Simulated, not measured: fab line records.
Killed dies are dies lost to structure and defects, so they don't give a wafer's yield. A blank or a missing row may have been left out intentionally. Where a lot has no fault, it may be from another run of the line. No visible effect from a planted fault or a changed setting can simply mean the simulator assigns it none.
Chamber matching :: flow sfq line :: cmp-01 running SFQ_TRILAYER_I2_CMP_CMP_064: 4 sister chambers
The step polishes SiO2. 8 wafers are shown with their chamber, then 9 later ones without.

## EACH WAFER AND ITS CHAMBER
wafer: L437.5
chamber: 3
motor current A (A): 10.7
time to endpoint s (s): 210

wafer: L449.1
chamber: 3
motor current A (A): 11.0
time to endpoint s (s): 193

wafer: L452.2
chamber: 0
motor current A (A): 8.2
time to endpoint s (s): 211

wafer: L452.1
chamber: 2
motor current A (A): 10.6
time to endpoint s (s): 192

wafer: L452.6
chamber: 1
motor current A (A): 10.2
time to endpoint s (s): 218

wafer: L453.1
chamber: 1
motor current A (A): 10.1
time to endpoint s (s): 199

wafer: L453.2
chamber: 2
motor current A (A): 10.6
time to endpoint s (s): 191

wafer: L453.6
chamber: 0
motor current A (A): 8.9
time to endpoint s (s): 207

## WAFERS MISSING THEIR CHAMBER
wafer: L454.1
motor current A (A): 11.2
time to endpoint s (s): 195

wafer: L454.2
motor current A (A): 9.6
time to endpoint s (s): 190

wafer: L454.5
motor current A (A): 10.5
time to endpoint s (s): 202

wafer: L455.2
motor current A (A): 10.3
time to endpoint s (s): 202

wafer: L455.5
motor current A (A): 10.6
time to endpoint s (s): 219

wafer: L455.6
motor current A (A): 8.3
time to endpoint s (s): 211

wafer: L459.1
motor current A (A): 8.6
time to endpoint s (s): 217

wafer: L459.5
motor current A (A): 8.4
time to endpoint s (s): 217

wafer: L459.6
motor current A (A): 11.6
time to endpoint s (s): 205

## CHAMBER TAKEN BY EACH
wafer: L454.1
from the rows above: can't be placed: 3 or 2
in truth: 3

wafer: L454.2
from the rows above: can't be placed: 1 or 2 or 0 or 3
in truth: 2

wafer: L454.5
from the rows above: can't be placed: 2 or 3 or 1
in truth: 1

wafer: L455.2
from the rows above: can't be placed: 1 or 2 or 3
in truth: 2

wafer: L455.5
from the rows above: can't be placed: 1 or 3 or 2
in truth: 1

wafer: L455.6
from the rows above: 0
in truth: 0

wafer: L459.1
from the rows above: 0
in truth: 0

wafer: L459.5
from the rows above: 0
in truth: 0

wafer: L459.6
from the rows above: can't be placed: 3 or 2
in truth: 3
3 of 9 placed correctly. From these rows, 6 cannot be placed; in 6 the true chamber is one of the candidates. Placed wrongly: 0.
How it was worked out, from the rows above alone: a wafer's distance from a chamber is the root of the sum, over the readings, of the square of ((its reading less the chamber's mean) divided by the reading's scatter). The wafer belongs to the nearest chamber; if the next one is less than 2 further off, it can't be placed. The mean given for a chamber averages the wafers shown for that chamber. The scatter: the root of (the sum of the squares of (reading less its chamber's mean) over the shown wafers, divided by (wafers less chambers)).
